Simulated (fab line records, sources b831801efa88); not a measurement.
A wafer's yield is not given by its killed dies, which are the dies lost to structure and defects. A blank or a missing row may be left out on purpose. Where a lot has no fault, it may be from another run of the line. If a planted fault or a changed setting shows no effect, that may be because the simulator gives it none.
Matching of chambers    flow gf180mcu    rie_diel-01 running GF_V1_ETCH_16: 4 sister chambers
The step etches BARC in N2/H2. 8 wafers are shown with their chamber, then 10 later ones without.

== WAFERS, EACH WITH ITS CHAMBER ==
wafer   chamber  drypump_motor_current_A (A)  rf_fwd_power_W (W)
L079.1  3        5.4                          491.8
L080.2  1        5.7                          492.6
L080.6  1        5.7                          495.7
L084.6  3        5.4                          491.2
L087.1  2        5.6                          497.1
L087.6  2        5.6                          492.7
L089.3  0        5.9                          496.8
L089.4  0        6.0                          496.8

== WAFERS MISSING THEIR CHAMBER ==
wafer   drypump_motor_current_A (A)  rf_fwd_power_W (W)
L089.6  5.6                          496.2
L092.3  5.9                          498.6
L092.4  5.9                          497.7
L092.6  5.7                          495.0
L093.1  5.4                          491.1
L093.5  5.5                          490.6
L093.6  6.0                          498.5
L097.1  5.4                          489.7
L097.2  5.6                          495.7
L097.3  6.0                          496.3

== WHICH CHAMBER EACH ONE RAN IN ==
wafer   from the rows above      in truth
L089.6  2                        2
L092.3  0                        0
L092.4  0                        0
L092.6  1                        1
L093.1  3                        3
L093.5  can't be placed: 3 or 2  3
L093.6  0                        0
L097.1  3                        3
L097.2  2                        2
L097.3  0                        0
9 of 10 placed correctly. Cannot be placed on the basis of these rows: 1; the candidates contain the true chamber in 1. 0 placed wrongly.
How it was worked out, from the rows above alone: a wafer's distance from a chamber is the root of the sum, over the readings, of the square of ((its reading less the chamber's mean) divided by the reading's scatter). The wafer belongs to the nearest chamber; if the next one is less than 2 further off, it can't be placed. Each chamber's mean is taken over the wafers shown for it. The scatter is the square root of a quotient: the sum, over the shown wafers, of each reading's squared deviation from its chamber's mean, divided by wafers minus chambers.
